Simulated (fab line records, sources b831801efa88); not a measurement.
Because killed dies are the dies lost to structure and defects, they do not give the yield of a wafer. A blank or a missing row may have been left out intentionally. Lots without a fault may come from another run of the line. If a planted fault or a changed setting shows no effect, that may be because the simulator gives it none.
The tool behind it: which one? + flow gf180mcu + Sampling: 14 lots, 42 wafers, 4 of 602 route steps

## WHAT THE GAUGES READ, wafer by wafer
GF_SALICIDE_THK_MEAS_05: measures by xrf.
| lot  | measured     | on           | SALICIDE_TIN_THK (nm) |
|------|--------------|--------------|-----------------------|
| L903 | day 15 06:30 | filmMetro-04 | 19.81 19.93 19.91     |
| L904 | day 15 13:37 | filmMetro-03 | 19.62 19.73 19.47     |
| L905 | day 15 20:17 | filmMetro-02 | 20.04 19.84 19.68     |
| L906 | day 16 12:38 | filmMetro-04 | 19.94 20.02 19.95     |
| L907 | day 16 22:37 | filmMetro-03 | 20.18 20.23 19.98     |
| L908 | day 17 01:01 | filmMetro-02 | 20.40 20.35 20.19     |
| L909 | day 17 11:16 | filmMetro-04 | 20.20 19.82 20.03     |
| L911 | day 18 01:34 | filmMetro-02 | 19.77 19.67 19.72     |
| L923 | day 22 08:29 | filmMetro-04 | 19.29 19.36 18.96     |
| L924 | day 22 13:34 | filmMetro-04 | 19.71 19.41 19.58     |
| L925 | day 23 00:40 | filmMetro-03 | 19.97 19.62 20.20     |
| L926 | day 23 09:13 | filmMetro-03 | 19.95 19.92 19.84     |

GF_CONTACT_THK_MEAS_01.
| lot  | measured     | on           | CONTACT_CVD_00_THK (nm) |
|------|--------------|--------------|-------------------------|
| L903 | day 15 06:53 | filmMetro-01 | 300 303 301             |
| L904 | day 15 14:01 | filmMetro-01 | 295 297 299             |
| L905 | day 15 20:41 | filmMetro-02 | 299 301 301             |
| L906 | day 16 13:02 | filmMetro-04 | 296 303 300             |
| L907 | day 16 23:01 | filmMetro-01 | 299 303 299             |
| L908 | day 17 01:26 | filmMetro-04 | 301 299 302             |
| L909 | day 17 11:40 | filmMetro-04 | 296 300 298             |
| L911 | day 18 01:58 | filmMetro-02 | 302 302 301             |
| L923 | day 22 08:53 | filmMetro-02 | 299 296 298             |
| L924 | day 22 13:58 | filmMetro-04 | 293 300 300             |
| L925 | day 23 01:03 | filmMetro-01 | 298 304 298             |
| L926 | day 23 09:37 | filmMetro-04 | 305 304 298             |

## EACH LOT AND THE TOOL THAT RAN IT (in order: tool; ch and the chambers of the sampled wafers; start)
| lot  | GF_SAB_STRIP_13                     | GF_SALICIDE_RTA_08              |
|------|-------------------------------------|---------------------------------|
| L903 | plasmaAsher-04 ch 1, day 15 06:08   | rtpAnneal-02 ch 0, day 15 06:46 |
| L904 | plasmaAsher-04 ch 0,1, day 15 13:14 | rtpAnneal-01 ch 0, day 15 13:52 |
| L905 | plasmaAsher-02 ch 0, day 15 19:56   | rtpAnneal-02 ch 0, day 15 20:32 |
| L906 | plasmaAsher-01 ch 0,1, day 16 12:12 | rtpAnneal-01 ch 0, day 16 12:53 |
| L907 | plasmaAsher-02 ch 0,1, day 16 22:13 | rtpAnneal-02 ch 0, day 16 22:53 |
| L908 | plasmaAsher-04 ch 0,1, day 17 00:37 | rtpAnneal-02 ch 0, day 17 01:17 |
| L909 | plasmaAsher-04 ch 1, day 17 10:53   | rtpAnneal-02 ch 0, day 17 11:32 |
| L911 | plasmaAsher-04 ch 0,1, day 18 01:13 | rtpAnneal-02 ch 0, day 18 01:50 |
| L921 | plasmaAsher-02 ch 0,1, day 22 02:17 | -                               |
| L922 | plasmaAsher-04 ch 0,1, day 22 07:41 | -                               |
| L923 | plasmaAsher-02 ch 0,1, day 22 08:07 | rtpAnneal-02 ch 0, day 22 08:45 |
| L924 | plasmaAsher-02 ch 0,1, day 22 13:11 | rtpAnneal-01 ch 0, day 22 13:49 |
| L925 | plasmaAsher-02 ch 0,1, day 23 00:17 | rtpAnneal-02 ch 0, day 23 00:55 |
| L926 | plasmaAsher-02 ch 0,1, day 23 08:52 | rtpAnneal-01 ch 0, day 23 09:29 |
- GF_SAB_STRIP_13: strips in O2/N2.
- GF_SALICIDE_RTA_08: time 30 s.

## WHAT THE TOOLS THEMSELVES READ (means of the sampled wafers that have a number; where no wafer has one, the mark that the record gives instead)
GF_SAB_STRIP_13.
| lot  | tool           | chamberPressureMTorr (mTorr) | drypumpMotorCurrentA (A) | heaterPowerW (W) | oesProductAu (a.u.) | stripTimeToEndpointS (s) |
|------|----------------|------------------------------|--------------------------|------------------|---------------------|--------------------------|
| L903 | plasmaAsher-04 | 1500.0                       | 5.7                      | 416              | 0.708               | 12.48                    |
| L904 | plasmaAsher-04 | 1499.8                       | 5.0                      | 347              | 0.709               | 12.48                    |
| L905 | plasmaAsher-02 | 1499.4                       | 6.3                      | 324              | 0.707               | 12.46                    |
| L906 | plasmaAsher-01 | 1501.0                       | 5.6                      | 366              | 0.704               | 12.49                    |
| L907 | plasmaAsher-02 | 1500.2                       | 6.1                      | 326              | 0.712               | 12.47                    |
| L908 | plasmaAsher-04 | 1501.5                       | 4.9                      | 346              | 0.704               | 12.46                    |
| L909 | plasmaAsher-04 | 1499.1                       | 5.6                      | 420              | 0.708               | 12.48                    |
| L911 | plasmaAsher-04 | 1501.2                       | 5.3                      | 379              | 0.709               | 12.48                    |
| L921 | plasmaAsher-02 | -                            | -                        | -                | -                   | -                        |
| L922 | plasmaAsher-04 | -                            | -                        | -                | -                   | -                        |
| L923 | plasmaAsher-02 | 1500.6                       | 6.1                      | 323              | 0.710               | 12.49                    |
| L924 | plasmaAsher-02 | 1500.5                       | 6.1                      | 331              | 0.710               | 12.48                    |
| L925 | plasmaAsher-02 | 1499.9                       | 6.0                      | 323              | 0.709               | 12.50                    |
| L926 | plasmaAsher-02 | 1500.9                       | 6.2                      | 325              | 0.709               | 12.42                    |

GF_SALICIDE_RTA_08.
| lot  | tool         | annealTempCMax | lampPowerPct (%) | wafer_temp_C_max |
|------|--------------|----------------|------------------|------------------|
| L903 | rtpAnneal-02 | 805.5          | 19.8             | 806.9            |
| L904 | rtpAnneal-01 | 804.2          | 21.0             | 802.7            |
| L905 | rtpAnneal-02 | 805.6          | 19.8             | 807.0            |
| L906 | rtpAnneal-01 | 804.7          | 21.0             | 803.2            |
| L907 | rtpAnneal-02 | 805.5          | 19.8             | 806.0            |
| L908 | rtpAnneal-02 | 806.5          | 19.8             | 806.2            |
| L909 | rtpAnneal-02 | 805.9          | 19.8             | 806.7            |
| L911 | rtpAnneal-02 | 805.2          | 19.8             | 805.2            |
| L923 | rtpAnneal-02 | 806.4          | 19.8             | 806.4            |
| L924 | rtpAnneal-01 | 805.2          | 21.0             | 802.6            |
| L925 | rtpAnneal-02 | 807.4          | 19.8             | 805.2            |
| L926 | rtpAnneal-01 | 803.8          | 21.0             | 802.3            |

## THE ANSWER, worked out from the rows above alone
Rule: usual is defined by the lots themselves. The widest of any qualifying gaps counts: lots, ordered by their means at a reading, are off when they make up no more than a third of the lots, leave a main group of 4 or more, and stand apart from it by 3 or more times the standard deviation of that group's means. A main group is skipped when, at the precision printed for the reading in the tables above, its means are all equal. A lot without any number at a reading at which 4 lots or more have one is off too. Any other lot the step has rows for is counted as sound. The gauges are gone through in route order, then the tools' own readings, and for those a lot's mean is taken as printed above. The first step at which some lot is off is used, and at that step the reading that is off furthest; a lot without a number counts as furthest.
Off at GF_SAB_STRIP_13 (chamberPressureMTorr): L921, L922. Without a number there: L921, L922. The main group: mean 1500.3 mTorr, standard deviation 0.71.
If a tool, at that step or one of the process steps before it, ran each lot that is off and ran no sound lot following the first of them, it fits. Not one of the candidates tried fits.

## WHAT HAD BEEN PUT IN BY THE SIMULATOR
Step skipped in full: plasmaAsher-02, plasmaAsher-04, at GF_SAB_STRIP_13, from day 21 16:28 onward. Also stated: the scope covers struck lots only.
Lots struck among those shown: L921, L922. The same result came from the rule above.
